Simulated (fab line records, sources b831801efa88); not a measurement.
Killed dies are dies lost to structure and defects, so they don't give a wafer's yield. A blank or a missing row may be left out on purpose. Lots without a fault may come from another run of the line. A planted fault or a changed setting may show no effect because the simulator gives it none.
Which tool did it? | flow sky130 | 13 lots, 39 wafers sampled, at 4 steps of a route of 708

WHAT THE GAUGES READ, wafer by wafer
SKY_LOCAL_INTERCONNECT_OVL_MEAS_12. Usual: LOCAL_INTERCONNECT_OVL 2 nm, standard deviation 5.
lot  | measured     | on         | LOCAL_INTERCONNECT_OVL (nm) | flag
L759 | day 30 07:03 | overlay-01 | 5 14 7                      |
L762 | day 31 02:13 | overlay-01 | -4 -1 2                     |
L763 | day 32 07:20 | overlay-01 | 6 1 4                       |
L765 | day 33 00:52 | overlay-02 | -2 2 0                      |
L764 | day 33 04:43 | overlay-02 | 1 12 7                      |
L767 | day 33 14:25 | overlay-01 | 3 -1 7                      |
L768 | day 33 18:32 | overlay-01 | -4 1 -12                    |
L766 | day 33 21:11 | overlay-02 | 1 5 -4                      |
L769 | day 33 22:19 | overlay-01 | 10 6 8                      |
L777 | day 36 09:58 | overlay-02 | 0 7 -3                      |
L779 | day 36 19:16 | overlay-02 | 5 8 2                       |
L781 | day 37 10:36 | overlay-01 | -5 7 -3                     |
L782 | day 37 13:58 | overlay-01 | 1 -7 -5                     |

SKY_VIA2_OVL_MEAS_13. Usual: VIA2_OVL -1 nm, standard deviation 5.5.
lot  | measured     | on         | VIA2_OVL (nm) | flag
L759 | day 36 05:35 | overlay-01 | -5 -2 -2      |
L762 | day 37 00:53 | overlay-01 | -8 -1 -7      |
L763 | day 38 03:23 | overlay-01 | 2 4 4         |
L765 | day 38 18:25 | overlay-02 | -3 -5 -8      |
L764 | day 38 22:59 | overlay-01 | -8 -8 -7      |
L767 | day 39 08:43 | overlay-02 | -13 -3 -7     |
L768 | day 39 11:17 | overlay-02 | -8 -3 -5      |
L766 | day 39 14:40 | overlay-01 | -2 0 -2       |
L769 | day 39 15:49 | overlay-01 | 5 -3 5        |
L777 | day 42 07:25 | overlay-01 | 4 -3 7        |
L779 | day 42 09:26 | overlay-02 | 2 2 1         |
L781 | day 42 19:14 | overlay-01 | 5 5 4         |
L782 | day 42 21:35 | overlay-02 | -2 -5 -6      |

WHICH TOOL RAN EACH LOT (tool, then ch and the chambers of the sampled wafers, then the start)
lot  | SKY_METAL1_SPUTTER_03        | SKY_METAL1_SPUTTER_04
L759 | pvd_sputter-02, day 31 13:32 | pvd_sputter-02, day 31 13:33
L762 | pvd_sputter-02, day 32 09:08 | pvd_sputter-02, day 32 09:10
L763 | pvd_sputter-04, day 33 13:36 | pvd_sputter-04, day 33 13:37
L765 | pvd_sputter-04, day 34 05:53 | pvd_sputter-04, day 34 05:55
L764 | pvd_sputter-04, day 34 09:46 | pvd_sputter-04, day 34 09:47
L767 | pvd_sputter-04, day 34 20:14 | pvd_sputter-04, day 34 20:16
L768 | pvd_sputter-04, day 34 23:33 | pvd_sputter-04, day 34 23:34
L766 | pvd_sputter-02, day 35 02:16 | pvd_sputter-02, day 35 02:17
L769 | pvd_sputter-02, day 35 04:13 | pvd_sputter-02, day 35 04:14
L777 | pvd_sputter-02, day 37 14:40 | pvd_sputter-02, day 37 14:41
L779 | pvd_sputter-02, day 37 23:51 | pvd_sputter-02, day 37 23:52
L781 | pvd_sputter-04, day 38 15:40 | pvd_sputter-04, day 38 15:41
L782 | pvd_sputter-04, day 38 18:10 | pvd_sputter-04, day 38 18:11
- SKY_METAL1_SPUTTER_03: material Ti, target thk 5 nm, time 3.3 s.
- SKY_METAL1_SPUTTER_04: material TiN, target thk 70 nm, time 58.3 s.

WHAT THE TOOLS THEMSELVES READ (means of the sampled wafers that have a number; where no wafer has one, the mark that the record gives instead)
SKY_METAL1_SPUTTER_03. Usual: throttle_valve_pct 30.2 %, standard deviation 0.64.
lot  | tool           | throttle_valve_pct (%) | flag
L759 | pvd_sputter-02 | 30.0                   |
L762 | pvd_sputter-02 | 29.6                   |
L763 | pvd_sputter-04 | 30.4                   |
L765 | pvd_sputter-04 | 30.5                   |
L764 | pvd_sputter-04 | 29.9                   |
L767 | pvd_sputter-04 | 30.0                   |
L768 | pvd_sputter-04 | 30.2                   |
L766 | pvd_sputter-02 | 30.1                   |
L769 | pvd_sputter-02 | 29.6                   |
L777 | pvd_sputter-02 | 29.5                   |
L779 | pvd_sputter-02 | 30.3                   |
L781 | pvd_sputter-04 | 30.5                   |
L782 | pvd_sputter-04 | 29.9                   |

SKY_METAL1_SPUTTER_04. Usual: throttle_valve_pct 30.2 %, standard deviation 0.64.
lot  | tool           | throttle_valve_pct (%) | flag
L759 | pvd_sputter-02 | 30.2                   |
L762 | pvd_sputter-02 | 29.5                   |
L763 | pvd_sputter-04 | 30.5                   |
L765 | pvd_sputter-04 | 30.3                   |
L764 | pvd_sputter-04 | 29.9                   |
L767 | pvd_sputter-04 | 30.1                   |
L768 | pvd_sputter-04 | 30.0                   |
L766 | pvd_sputter-02 | 30.4                   |
L769 | pvd_sputter-02 | 29.7                   |
L777 | pvd_sputter-02 | 29.7                   |
L779 | pvd_sputter-02 | 30.4                   |
L781 | pvd_sputter-04 | 30.3                   |
L782 | pvd_sputter-04 | 29.8                   |

THE ANSWER, worked out from the rows above alone
Rule: a lot is off if the mean of its wafers that have a number lies more than 3 standard deviations from the usual mean. A lot without any number at a reading at which 4 lots or more have one is off too. The other lots that the step has rows for count as sound. The gauges are gone through in route order, then the tools' own readings, and for those a lot's mean is taken as printed above. The first step at which some lot is off is used, and at that step the reading that is off furthest; a lot without a number counts as furthest.
No lot is off at any reading shown: from this, nothing can be told.

WHAT THE SIMULATOR HAD PUT IN
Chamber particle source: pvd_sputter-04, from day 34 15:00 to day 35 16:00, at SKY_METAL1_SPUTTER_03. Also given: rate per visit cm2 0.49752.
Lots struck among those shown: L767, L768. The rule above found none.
